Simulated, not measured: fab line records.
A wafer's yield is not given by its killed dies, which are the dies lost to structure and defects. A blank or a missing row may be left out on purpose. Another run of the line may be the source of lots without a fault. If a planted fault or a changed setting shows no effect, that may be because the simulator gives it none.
Struck lot and sound lot, side by side + flow gf180mcu + 19 out of 602 route steps
Sound: these wafers, L864.2, L864.4, L864.6. Struck: wafer L870.4. (L870.1, L870.5 of the same lot were not struck and are left out.) The cause comes at the end.
At each step with rows: each side's tool, then ch and its chambers, then its first start. Under that, the readings that differ: sound wafers + struck wafers + difference of the means + sigmas: that difference in standard deviations of wafers without a fault.
alike: a reading whose means differ by less than 2 such deviations, as well as words and numbers matching on both sides. not compared: withheld readings; readings where some wafer has no value; bounds like >300 that might hide an equal value; numbers whose values overlap and for which the record gives no deviation.
A row with sigmas, a row that says differs or no value, or rows on one side alone: a step with any of these is where the two part. Non-overlapping numbers with no deviation appear without sigmas and do not part them. A reading that every wafer of one side lacks parts them only if that side has two wafers or more.

GF_CONTACT_CMP_27: polishes, stops on SiO2, t overpolish 15 s, target thk 0 nm.
  sound on cmp-02 ch 0,1,2, day 17 05:13; struck on cmp-02 ch 2, day 19 16:04
| reading             | sound          | struck | difference | sigmas |
|---------------------|----------------|--------|------------|--------|
| timeToEndpointS (s) | 69.6 70.4 70.0 | 75.8   | +5.8       | +2     |
  alike: edgeZonePressureFrac, motorCurrentA, overpolishRunS, slurryFlowMlMin
GF_M1_SPUTTER_00: material Ti, target thk 37.5 nm, time 150 s.
  sound on pvdSputter-02 at day 17 05:33; struck on pvdSputter-01 at day 19 16:22
  alike: throttleValvePct
GF_M1_SPUTTER_01: material TiN, target thk 30 nm, time 25 s.
  sound on pvdSputter-02 at day 17 05:39; struck on pvdSputter-01 at day 19 16:28
  alike: throttleValvePct
GF_M1_SPUTTER_02: material AlCu, target thk 450 nm, time 23.9 s.
  sound on pvdSputter-02 at day 17 05:41; struck on pvdSputter-01 at day 19 16:30
  alike: throttleValvePct
GF_M1_SPUTTER_03: material Ti, target thk 10 nm, time 6.7 s.
  sound on pvdSputter-02 at day 17 05:43; struck on pvdSputter-01 at day 19 16:32
  alike: throttleValvePct
then, 1 step without rows for these wafers: GF_M1_SPUTTER_04 (material TiN, target thk 50 nm, time 41.7 s).
GF_M1_RS_MEAS_05: uses a four-point probe to measure.
  sound on filmMetro-01 at day 17 05:47; struck on filmMetro-04 at day 19 16:35
  alike: M1_ALCU_RS
GF_M1_THK_MEAS_06: measures by xrf.
  sound on filmMetro-01 at day 17 05:54; struck on filmMetro-04 at day 19 16:43
  alike: M1_ALCU_THK
then, 4 steps without rows for these wafers: GF_M1_DEHYDRATE_07 (time 60 s); GF_M1_HMDS_08 (prime time 60 s); GF_M1_COAT_09 (resist thk 1000 nm); GF_M1_SOFTBAKE_10 (time 60 s).
GF_M1_EXPOSE_11: exposes mask Metal1, target cd 230 nm.
  sound on krfScanner-02 ch 0, day 17 17:38; struck on krfScanner-02 ch 0, day 20 04:40
  alike: mask
then, 2 steps without rows for these wafers: GF_M1_PEB_12 (peb time 90 s); GF_M1_DEVELOP_13 (develop time 60 s).
GF_M1_CD_MEAS_14: the cd target is 230 nm.
  sound on cdSem-01 at day 18 05:14; struck on cdSem-01 at day 20 16:53
| reading   | sound             | struck | difference | sigmas      |
|-----------|-------------------|--------|------------|-------------|
| cdNm (nm) | 228.1 228.1 229.5 | 120.5  | -108.1     | -99 or more |
  not compared: hold
GF_M1_OVL_MEAS_15:
  sound on overlay-02 at day 18 05:20; struck on overlay-01 at day 20 19:06
| reading | sound | struck                  | difference                   | sigmas |
|---------|-------|-------------------------|------------------------------|--------|
| hold    | - - - | awaitDispo/2.1h/release | no value on the sound wafers |        |
  alike: M1_OVL
GF_M1_METAL_ETCH_16: etches the open film in Cl2/BCl3, stops on SiO2, target depth 627.5 nm, time 104.6 s.
  sound on rieMetal-04 ch 0,1, day 18 05:22; struck on rieMetal-04 ch 1, day 20 19:08
| reading            | sound             | struck | difference | sigmas |
|--------------------|-------------------|--------|------------|--------|
| model.M1.cdNm (nm) | 224.8 228.8 227.1 | 124.1  | -102.8     |        |
  alike: chamberPressureMTorr, drypumpMotorCurrentA, oesProductAu, rfFwdPowerW, throttleValvePct
  not compared: rfHoursCounterH
then, 1 step without rows for these wafers: GF_M1_STRIP_17 (strips in O2/N2).

WHERE THEY PART
Last at GF_M1_OVL_MEAS_15 as far as this record goes, first at GF_CONTACT_CMP_27. Later steps at which nothing parts them and some readings are alike: GF_M1_METAL_ETCH_16.

WHY: what the simulator had put in
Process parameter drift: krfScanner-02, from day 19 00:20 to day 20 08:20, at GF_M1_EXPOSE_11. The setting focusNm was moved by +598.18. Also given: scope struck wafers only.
